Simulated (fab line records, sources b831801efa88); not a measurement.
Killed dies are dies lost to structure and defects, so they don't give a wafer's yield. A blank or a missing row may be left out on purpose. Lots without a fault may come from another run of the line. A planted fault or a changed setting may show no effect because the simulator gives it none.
fab line records | flow sky130
record lots=7 wafers=15 last_day=50
route steps=708 shown FIELD_ISO@13 PAD_OPEN@708
lots that met no fault: from a run of the same line without faults
start_h: hours from the record's first day to the start of the lot's first wafer shown | wait_h: hours since the lot's step before | " the same as in the row above | L1.1+2: a row that stands for several wafers | - no value, or no start given | * or withheld: withheld | < > ~ a bound
route shown NAME@n: a module of which the file shows steps, and the number in the route of the first | usual: mean/standard deviation of fault-free wafers | same: alike in all rows | chamber/n: place in a boat | sites: the reading at each site | _std_site: their standard deviation | _edge_site: outer sites' mean less inner sites' | radius_mm: how far each site lies from the wafer's centre | mask NAME#n: copy n | behind: the tool/chamber that last shaped the wafer | hold: why the lot was held/for how many hours/how that ended | device: the transistor (n, p or np) that didn't switch | end of line: the same wafers' tests at the end of the route | a step without rows: its recipe alone | killed: dies lost to structure and defects at the first sort, not the wafer's yield | map: a wafer's dies, x killed, . not, _ none there
set.NAME: the setting as run; set.NAME@STEP: as run at that earlier step | model.NAME: the simulator's own value behind a step, which no gauge read
lots at some steps of the route; a table a step, a row a wafer
services: from which hour (start_h, from the record's first day; less than 0 if before it) a tool's chamber was out of use, for how many hours, and why
## steps
# step SKY_FIELD_ISO_DEVELOP_12
# recipe develop_time_s=60 resist=KrF-thick dev_temp_c=21
# step SKY_FIELD_ISO_CD_MEAS_13
# recipe target_cd_nm=150
# usual cd_nm=150.3/1.1
# columns lot.wafer tool chamber start_h wait_h cd_nm
L680.3 cd_sem-01 - 28.41 - 151.6
L680.4 " - " " 150.8
L680.6 " - " " 150.5
L682.1 cd_sem-01 - 39.61 - 152.9
L682.2 " - " " 150.9
L682.4 " - " " 152.2
L688.2 cd_sem-02 - 69.81 - 149.1
L689.5 cd_sem-02 - 75.47 - 149.7
L692.2 cd_sem-02 - 92.73 - 150.1
L696.2 cd_sem-01 - 116.56 - 150.5
L696.5 " - " " 150.5
L696.6 " - " " 150.8
L700.1 cd_sem-01 - 133.81 - 150.4
L700.3 " - " " 148.4
L700.5 " - " " 148.9
# step SKY_FIELD_ISO_ETCH_14
# recipe chemistry=N2/H2 target=BARC ion_energy_ev=200 source_w=500 bias_w=100 pressure_mtorr=30 n2_flow_sccm=100 h2_flow_sccm=200 stop_on=SiO2 time_s=45.9 target_depth_a=600
# usual chamber_pressure_mTorr=30.001/0.027 drypump_motor_current_A=5.8/0.42 h2_flow_sccm=199.9/0.55 oes_product_au=0.855/0.0045 throttle_valve_pct=13.226/0.0093
# columns lot.wafer tool chamber start_h wait_h chamber_pressure_mTorr drypump_motor_current_A h2_flow_sccm oes_product_au rf_hours_counter_h throttle_valve_pct
L680.3 rie_diel-02 2 28.49 0.1 29.976 5.2 200.8 0.853 74 13.214
L680.4 " 1 " " 30.007 5.7 200.2 0.850 80 13.222
L680.6 " 0 " " 30.022 6.0 200.4 0.851 - 13.228
L682.1 rie_diel-01 2 39.73 0.1 30.001 5.5 201.1 0.852 168 13.235
L682.2 " 1 " " 30.016 5.9 199.6 0.857 63 13.230
L682.4 " 0 " " 29.919 4.9 200.4 0.856 38 13.213
L688.2 rie_diel-02 0 69.91 0.1 30.012 6.0 200.4 0.854 123 13.224
L689.5 rie_diel-02 1 75.53 0.0 29.991 5.7 199.9 0.862 - 13.218
L692.2 rie_diel-04 0 92.83 0.1 30.010 5.8 200.3 0.851 31 13.232
L696.2 rie_diel-04 0 116.66 0.1 30.042 5.8 200.2 0.853 31 13.233
L696.5 " 2 " " 30.020 6.3 199.8 0.858 - 13.223
L696.6 " 1 " " 30.015 6.4 198.4 0.840 - 13.234
L700.1 rie_diel-02 2 133.93 0.1 30.026 5.2 200.4 0.848 76 13.222
L700.3 " 1 " " 30.060 5.7 199.7 0.854 83 13.232
L700.5 " 3 " " 30.035 5.9 199.8 0.851 - 13.225
# step SKY_FIELD_ISO_ETCH_15
# recipe chemistry=CHF3/O2 target_depth_nm=180 stop_on=Si source_w=600 bias_w=200 pressure_mtorr=40 chf3_flow_sccm=50 O2_flow_sccm=5 time_s=72
# usual O2_flow_sccm=5.002/0.016 chamber_pressure_mTorr=40.00/0.04 chf3_flow_sccm=50.00/0.15 drypump_motor_current_A=5.8/0.42 oes_product_au=0.948/0.0073 throttle_valve_pct=8.845/0.0088
# columns lot.wafer tool chamber start_h wait_h O2_flow_sccm chamber_pressure_mTorr chf3_flow_sccm drypump_motor_current_A oes_product_au rf_hours_counter_h throttle_valve_pct
L680.3 rie_diel-02 2 28.53 0.0 5.005 39.99 50.01 5.2 0.945 74 8.861
L680.4 " 1 " " 4.998 40.02 50.08 5.7 0.951 80 8.838
L680.6 " 0 " " 5.003 39.93 50.00 6.0 0.957 - 8.834
L682.1 rie_diel-01 2 39.77 0.0 5.013 39.99 49.93 5.5 0.945 168 8.835
L682.2 " 1 " " 5.005 40.02 49.85 5.9 0.950 63 8.855
L682.4 " 0 " " 5.021 39.98 50.07 4.9 0.955 38 8.836
L688.2 rie_diel-02 0 69.95 0.0 4.997 40.00 49.94 6.1 0.944 123 8.855
L689.5 rie_diel-02 1 75.58 0.0 5.027 40.02 50.02 5.7 0.950 - 8.844
L692.2 rie_diel-04 0 92.87 0.0 4.991 40.05 49.88 5.8 0.934 31 8.855
L696.2 rie_diel-04 0 116.70 0.0 5.023 40.01 50.08 5.8 0.941 31 8.854
L696.5 " 2 " " 4.994 39.97 50.02 6.3 0.942 - 8.850
L696.6 " 1 " " 5.009 40.00 50.13 6.3 0.945 - 8.837
L700.1 rie_diel-02 2 133.97 0.0 5.010 40.00 49.90 5.2 0.955 76 8.840
L700.3 " 1 " " 4.996 40.00 50.29 5.7 0.950 83 8.853
L700.5 " 3 " " 4.984 39.99 50.27 5.9 0.939 - 8.836
# step SKY_FIELD_ISO_STRIP_16
# recipe chemistry=O2/N2 power_w=1400 pressure_mtorr=1500 platen_temp_c=withheld o2_flow_sccm=3000 n2_flow_sccm=300 overash_fraction=0.5
# usual chamber_pressure_mTorr=1499.9/1.5 drypump_motor_current_A=5.3/0.31 oes_product_au=0.377/0.0048 strip_time_to_endpoint_s=3.52/0.038
# columns lot.wafer tool chamber start_h wait_h chamber_pressure_mTorr drypump_motor_current_A oes_product_au rf_hours_counter_h strip_time_to_endpoint_s
L680.3 plasma_asher-01 1 28.62 0.1 1501.7 5.5 0.380 - 3.53
L680.4 " 0 " " 1500.3 5.1 0.376 - 3.54
L680.6 " 0 " " 1501.4 5.1 0.378 - 3.45
L682.1 plasma_asher-03 1 39.83 0.0 1500.7 4.8 0.370 36 3.56
L682.2 " 0 " " 1499.5 5.3 0.376 36 3.61
L682.4 " 1 " " 1500.2 4.8 0.380 - 3.52
L688.2 plasma_asher-01 0 70.00 0.0 1500.0 5.1 0.372 38 3.48
L689.5 plasma_asher-01 1 75.67 0.1 1501.3 5.5 0.375 - 3.53
L692.2 plasma_asher-03 0 92.93 0.0 1500.7 5.3 0.372 42 3.49
L696.2 plasma_asher-02 0 116.75 0.0 1499.7 5.8 0.381 31 3.55
L696.5 " 0 " " 1501.3 5.7 0.381 - 3.55
L696.6 " 1 " " 1498.4 5.8 0.386 - 3.52
L700.1 plasma_asher-03 1 134.03 0.0 1500.6 4.8 0.382 1 3.54
L700.3 " 1 " " 1500.3 4.9 0.379 - 3.52
L700.5 " 1 " " 1496.7 4.9 0.373 - 3.50
# step SKY_FIELD_ISO_ETCH_17
# recipe target_depth_a=3420 mask_material=Si3N4 chemistry=HBr/Cl2/O2 target=Si taper_deg=5 icp_w=600 bias_w=150 pressure_mtorr=15 HBr_flow_sccm=150 Cl2_flow_sccm=40 O2_flow_sccm=6 time_s=97.7
# usual O2_flow_sccm=5.999/0.016 chamber_pressure_mTorr=15.001/0.013 drypump_motor_current_A=6.1/0.45 oes_product_au=0.998/0.011 throttle_valve_pct=25.658/0.012
# columns lot.wafer tool chamber start_h wait_h O2_flow_sccm chamber_pressure_mTorr drypump_motor_current_A oes_product_au rf_hours_counter_h throttle_valve_pct
L680.3 rie_si-02 3 28.69 0.0 6.038 14.996 6.0 0.991 0 25.659
L680.4 " 0 " " 6.020 14.974 5.5 0.994 24 25.670
L680.6 " 3 " " 5.994 15.006 6.0 0.994 - 25.655
L682.1 rie_si-02 3 39.93 0.1 6.006 15.003 6.0 0.990 0 25.679
L682.2 " 1 " " 6.005 14.995 5.7 0.971 18 25.661
L682.4 " 0 " " 6.024 14.993 5.5 0.990 24 25.658
L688.2 rie_si-01 0 70.10 0.1 6.009 15.017 5.8 0.985 15 25.660
L689.5 rie_si-01 3 75.74 0.0 5.961 14.988 6.2 1.012 - 25.647
L692.2 rie_si-02 1 93.03 0.1 5.988 14.982 5.7 0.985 18 25.672
L696.2 rie_si-02 3 116.85 0.1 5.982 14.985 6.0 1.007 1 25.650
L696.5 " 2 " " 5.996 15.019 6.8 1.015 - 25.632
L696.6 " 1 " " 6.008 14.999 5.7 1.001 - 25.676
L700.1 rie_si-02 1 134.13 0.1 5.986 15.016 5.7 0.995 18 25.674
L700.3 " 2 " " 5.972 14.994 6.8 1.013 90 25.648
L700.5 " 2 " " 5.984 15.017 6.8 1.008 - 25.645
# step SKY_FIELD_ISO_WET_ETCH_18
# recipe chemistry=H3PO4 target_depth_nm=25 temp_c=160 target=Si3N4 time_s=286
# step SKY_FIELD_ISO_CLEAN_19
# recipe chemistry=SC1/SC2 mix=1:4:20 temp_c=70 time_s=150
# step SKY_FIELD_ISO_CLEAN_20
# recipe chemistry=dHF time_s=20 dilution=100:1
# step SKY_FIELD_ISO_WET_ETCH_21
# recipe chemistry=dHF dilution=100:1 target_depth_nm=20 dry=ipa_marangoni target=SiO2 temp_c=25 time_s=400
# step SKY_FIELD_ISO_OXIDATION_22
# recipe temp_c=950 ambient=O2 stabilise_s=600 purge_s=300 target_thk_a=100 ox_time_s=623
# step SKY_FIELD_ISO_THK_MEAS_23
# recipe reads=SiO2_of_FIELD_ISO_OXIDATION_22
# usual FIELD_ISO_OXIDATION_01_THK=9.96/0.19
# columns lot.wafer tool chamber start_h wait_h FIELD_ISO_OXIDATION_01_THK[nm]
L680.3 film_metro-03 - 31.80 0.0 9.51
L680.4 " - " " 9.47
L680.6 " - " " 9.62
L682.1 film_metro-04 - 41.47 0.0 9.69
L682.2 " - " " 9.76
L682.4 " - " " 9.60
L688.2 film_metro-04 - 71.63 0.0 10.07
L689.5 film_metro-04 - 77.84 0.0 9.87
L692.2 film_metro-03 - 99.02 0.0 10.37
L696.2 film_metro-03 - 118.38 0.0 10.25
L696.5 " - " " 10.29
L696.6 " - " " 10.24
L700.1 film_metro-03 - 136.42 0.0 10.31
L700.3 " - " " 10.17
L700.5 " - " " 10.19
# step SKY_FIELD_ISO_CVD_24
# recipe material=SiO2 target_thk_nm=595 temp_c=650 sigma_open_frac=0.3 time_s=99.2 sih4_flow_sccm=60 pressure_mtorr=6
# columns lot.wafer tool chamber start_h wait_h model.SiO2_of_FIELD_ISO_CVD_24.thk_nm
L680.3 hdpcvd-01 0 31.87 0.1 582.2
L680.4 " 1 " " 593.7
L680.6 " 1 " " 585.6
L682.1 hdpcvd-01 0 41.53 0.1 593.7
L682.2 " 1 " " 599.4
L682.4 " 2 " " 600
L688.2 hdpcvd-01 0 71.68 0.0 913.2
L689.5 hdpcvd-01 1 78.07 0.2 905.4
L692.2 hdpcvd-01 1 99.07 0.0 906.3
L696.2 hdpcvd-02 2 118.43 0.0 600.6
L696.5 " 0 " " 603.2
L696.6 " 1 " " 595.3
L700.1 hdpcvd-02 2 136.48 0.1 613.7
L700.3 " 0 " " 600.2
L700.5 " 2 " " 605
# step SKY_FIELD_ISO_THK_MEAS_25
# recipe reads=SiO2_of_FIELD_ISO_CVD_24
# usual FIELD_ISO_CVD_24_THK=596/6.8
# columns lot.wafer tool chamber start_h wait_h hold FIELD_ISO_CVD_24_THK[nm]
L680.3 film_metro-04 - 31.96 0.1 - 583
L680.4 " - " " - 594
L680.6 " - " " - 586
L682.1 film_metro-04 - 41.60 0.0 - 594
L682.2 " - " " - 599
L682.4 " - " " - 600
L688.2 film_metro-01 - 71.76 0.0 await_dispo/0.2h/release 913
L688.2 film_metro-01 - 71.99 0.2 - 914
L689.5 film_metro-01 - 78.15 0.0 await_dispo/0.2h/release 905
L689.5 film_metro-01 - 78.38 0.2 - 905
L692.2 film_metro-01 - 99.15 0.0 await_dispo/0.2h/release 906
L692.2 film_metro-01 - 99.46 0.3 - 906
L696.2 film_metro-01 - 118.51 0.0 - 601
L696.5 " - " " - 603
L696.6 " - " " - 595
L700.1 film_metro-01 - 136.55 0.0 - 613
L700.3 " - " " - 601
L700.5 " - " " - 605
# step SKY_FIELD_ISO_CMP_27
# recipe stop_on=Si3N4 t_overpolish_s=16 down_force_psi=4 platen_rpm=60 target_thk_nm=457.8 pad_velocity_m_s=0.94248
# usual motor_current_A=12.1/0.77 time_to_endpoint_s=115/3.3
# columns lot.wafer tool chamber start_h wait_h motor_current_A time_to_endpoint_s
L680.4 cmp-01 2 34.62 0.1 12.8 115
L680.3 " 3 " " 12.3 112
L680.6 " 2 " " 12.2 114
L682.1 cmp-01 3 43.16 0.0 11.0 114
L682.2 " 1 " " 11.9 117
L682.4 " 2 " " 12.2 117
L688.2 cmp-01 0 82.18 0.6 11.9 172
L689.5 cmp-01 3 83.94 0.2 11.5 179
L692.2 cmp-02 0 108.24 0.2 11.0 170
L696.2 cmp-02 2 121.28 0.1 11.0 120
L696.5 " 3 " " 10.8 119
L696.6 " 0 " " 11.9 117
L700.3 cmp-01 2 138.16 0.1 12.4 118
L700.1 " 0 " " 12.6 118
L700.5 " 2 " " 12.9 113
# step SKY_FIELD_ISO_WET_ETCH_28
# recipe chemistry=dHF target_depth_nm=23.7 target=SiO2 dilution=10:1 temp_c=25 time_s=47
# step SKY_PAD_OPEN_PROBE_99
# usual killed_at_M0_to_M3=44/6.5 killed_at_M4_up=3.3/1.7 killed_at_contacts=25/5.3 killed_at_front_end=15/5 killed_at_other=0.2/0.47 killed_dies=87/9.9 killed_open=47/8 killed_short=39/6.1
# same gross_dies=492 killed_at_back_side=0
# columns lot.wafer tool chamber start_h wait_h killed_at_M0_to_M3 killed_at_M4_up killed_at_contacts killed_at_front_end killed_at_other killed_dies killed_open killed_short
L680.3 prober-01 - 1075.49 0.2 42 4 25 11 0 82 51 31
L680.4 prober-01 - 1075.54 0.2 43 3 25 9 0 80 38 42
L680.6 prober-01 - 1075.64 0.2 49 3 20 26 0 98 55 43
L682.1 prober-01 - 1085.73 0.1 37 4 31 8 0 80 46 34
L682.2 prober-01 - 1085.78 0.1 37 3 21 14 1 76 35 41
L682.4 prober-01 - 1085.88 0.2 35 4 15 7 1 62 36 26
L689.5 prober-02 - 1128.60 0.2 49 3 21 24 0 97 53 44
L692.2 prober-01 - 1151.27 0.1 30 3 18 18 0 69 29 40
# killed by level:class
L680.3 VIA1:geometric_particle:open=12 LI_CONTACT:geometric_particle:open=10 CONTACT:geometric_particle:open=10 VIA1:geometric_particle:short=8 VIA3:geometric_particle:open=6 VIA2:geometric_particle:open=5 METAL3:geometric_particle:short=5 FIELD_ISO:geometric_particle:open=3
L680.4 VIA1:geometric_particle:open=11 CONTACT:geometric_particle:open=9 METAL2:geometric_particle:short=8 VIA1:geometric_particle:short=7 LOCAL_INTERCONNECT:geometric_particle:short=6 VIA3:geometric_particle:open=5 FIELD_ISO:geometric_particle:open=4 LI_CONTACT:geometric_particle:short=4
L680.6 VIA2:geometric_particle:open=12 FIELD_ISO:geometric_particle:short=9 METAL2:geometric_particle:short=9 CONTACT:geometric_particle:open=8 VIA3:geometric_particle:open=7 POLY_GATE:geometric_particle:short=6 VIA1:geometric_particle:open=6 FIELD_ISO:geometric_particle:open=5
L682.1 CONTACT:geometric_particle:open=14 LI_CONTACT:geometric_particle:open=8 VIA1:geometric_particle:open=7 METAL1:geometric_particle:short=6 CONTACT:geometric_particle:short=5 VIA2:geometric_particle:open=5 VIA3:geometric_particle:open=5 POLY_GATE:geometric_particle:short=4
L682.2 VIA1:geometric_particle:open=9 LI_CONTACT:geometric_particle:open=7 VIA3:geometric_particle:short=5 LOCAL_INTERCONNECT:geometric_particle:short=5 METAL1:geometric_particle:short=5 VIA1:geometric_particle:short=5 POLY_GATE:geometric_particle:short=4 VIA3:geometric_particle:open=4
L682.4 CONTACT:geometric_particle:open=8 VIA1:geometric_particle:open=7 VIA3:geometric_particle:open=6 METAL1:geometric_particle:short=5 VIA2:geometric_particle:open=5 POLY_GATE:geometric_particle:open=3 LI_CONTACT:geometric_particle:short=3 VIA1:geometric_particle:short=3
L689.5 CONTACT:geometric_particle:open=9 VIA3:geometric_particle:open=8 VIA1:geometric_particle:open=8 VIA2:geometric_particle:open=8 FIELD_ISO:geometric_particle:short=7 METAL2:geometric_particle:short=6 VIA1:geometric_particle:short=5 POLY_CUT:geometric_particle:open=4
L692.2 CONTACT:geometric_particle:open=8 VIA1:geometric_particle:open=7 METAL1:geometric_particle:short=6 VIA3:geometric_particle:short=5 FIELD_ISO:geometric_particle:short=4 POLY_GATE:geometric_particle:short=4 POLY_GATE:geometric_particle:open=4 LOCAL_INTERCONNECT:geometric_particle:short=4
## services
# columns tool chamber start_h hours kind
rie_diel-04 1 6.39 10.0 repair
cmp-02 - 7.80 1.4 repair
rie_diel-01 0 21.89 6.5 repair
hdpcvd-01 2 29.74 7.2 repair
cmp-02 - 32.52 4.1 repair
plasma_asher-01 - 33.33 15.0 repair
rie_diel-04 2 33.70 6.4 repair
rie_diel-04 0 36.18 4.2 repair
cmp-02 - 39.20 7.4 pm
rie_diel-02 3 43.15 8.2 repair
plasma_asher-01 - 48.37 2.8 pm
rie_si-02 0 52.71 3.5 repair
rie_diel-02 2 57.55 1.5 repair
hdpcvd-02 - 66.75 15.0 pm
hdpcvd-02 2 71.52 5.4 repair
rie_diel-04 3 72.44 4.5 repair
hdpcvd-02 - 82.48 0.9 repair
plasma_asher-01 - 86.17 3.5 repair
plasma_asher-03 - 95.94 0.7 repair
hdpcvd-02 2 101.66 5.3 repair
rie_diel-01 3 104.06 3.8 repair
plasma_asher-03 - 108.75 9.0 pm
rie_diel-02 0 123.42 4.0 repair
cmp-01 - 129.46 2.7 repair
## key
first_sign step=SKY_FIELD_ISO_THK_MEAS_25 reading=visit direction=added
effect step=SKY_FIELD_ISO_THK_MEAS_25 reading=FIELD_ISO_CVD_24_THK direction=up sigmas=46 usual=596 struck=908
effect step=SKY_FIELD_ISO_CMP_27 reading=time_to_endpoint_s direction=up sigmas=18 usual=* struck=*
model_effect step=SKY_FIELD_ISO_CVD_24 value=SiO2_of_FIELD_ISO_CVD_24.thk_nm without=587.4 struck=908.3
met_at SKY_FIELD_ISO_CVD_24
struck_wafers L688.2,L689.5,L692.2
tester_left_out L688,L689,L692
onset_between 41.53 71.68
fault kind=process_parameter_drift tool=hdpcvd-01 chamber=- onset_h=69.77 steps=SKY_FIELD_ISO_CVD_24 channel=target_thk_nm offset=320.96 shape=step end_h=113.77 scope=struck_wafers_only acts_in=these_recipes_only stated=595
# tester_left_out: of these lots the tester's yield and bins aren't shown, on N5 and GAA mostly nor the transistor test; their killed dies are dies lost to structure and defects alone, not to doping, threshold or leakage, so they don't give the yield
